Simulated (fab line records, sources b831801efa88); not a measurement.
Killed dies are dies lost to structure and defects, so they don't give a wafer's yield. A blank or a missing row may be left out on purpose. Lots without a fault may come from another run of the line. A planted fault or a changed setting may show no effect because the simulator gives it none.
Chamber matching | flow gf180mcu | GF_STI_ETCH_13 on rie_diel-02: 3 sister chambers
The step etches the open film in CHF3/O2, stops on Si, target depth 282.31 nm, time 112.9 s. 14 wafers are shown with their chamber, then 7 later ones without.

WAFERS WITH THEIR CHAMBER
wafer  | chamber | oes_product_au (a.u.) | throttle_valve_pct (%)
L259.1 | 2       | 0.824                 | 8.815
L259.2 | 1       | 0.836                 | 8.819
L259.5 | 0       | 0.831                 | 8.803
L260.2 | 2       | 0.839                 | 8.806
L260.3 | 1       | 0.828                 | 8.792
L260.5 | 2       | 0.828                 | 8.824
L263.1 | 1       | 0.841                 | 8.800
L263.3 | 0       | 0.834                 | 8.812
L263.6 | 1       | 0.846                 | 8.799
L264.3 | 2       | 0.825                 | 8.809
L264.5 | 1       | 0.834                 | 8.814
L264.6 | 0       | 0.835                 | 8.800
L276.3 | 0       | 0.833                 | 8.811
L276.4 | 1       | 0.837                 | 8.802

SIGNATURES (means of the wafers above)
reading            | chamber 0 | chamber 1 | chamber 2 | scatter within a chamber
oes_product_au     | 0.83325   | 0.83700   | 0.82900   | 0.00555
throttle_valve_pct | 8.80650   | 8.80433   | 8.81350   | 0.00857
Rule: a wafer's distance from a chamber is the root of the sum, over the readings, of the square of ((its reading less the chamber's mean) divided by the reading's scatter). The wafer belongs to the nearest chamber; if the next one is less than 2 further off, it can't be placed. The scatter: the root of (the sum of the squares of (reading less its chamber's mean) over the shown wafers, divided by (wafers less chambers)).

WAFERS WITHOUT THEIR CHAMBER
wafer  | oes_product_au (a.u.) | throttle_valve_pct (%)
L276.5 | 0.833                 | 8.817
L277.1 | 0.828                 | 8.807
L277.4 | 0.835                 | 8.794
L277.5 | 0.839                 | 8.804
L280.1 | 0.822                 | 8.799
L280.2 | 0.820                 | 8.816
L280.6 | 0.827                 | 8.817

WHICH CHAMBER EACH WENT THROUGH
wafer  | from the rows above          | in truth
L276.5 | can't be placed: 2 or 0 or 1 | 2
L277.1 | can't be placed: 2 or 0 or 1 | 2
L277.4 | can't be placed: 1 or 0 or 2 | 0
L277.5 | can't be placed: 1 or 0 or 2 | 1
L280.1 | can't be placed: 2 or 0 or 1 | 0
L280.2 | can't be placed: 2 or 0 or 1 | 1
L280.6 | can't be placed: 2 or 0 or 1 | 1
Placed correctly: 0 of 7. Can't be placed from these rows: 7 (the true chamber is among the candidates in 7). Placed wrongly: 0.
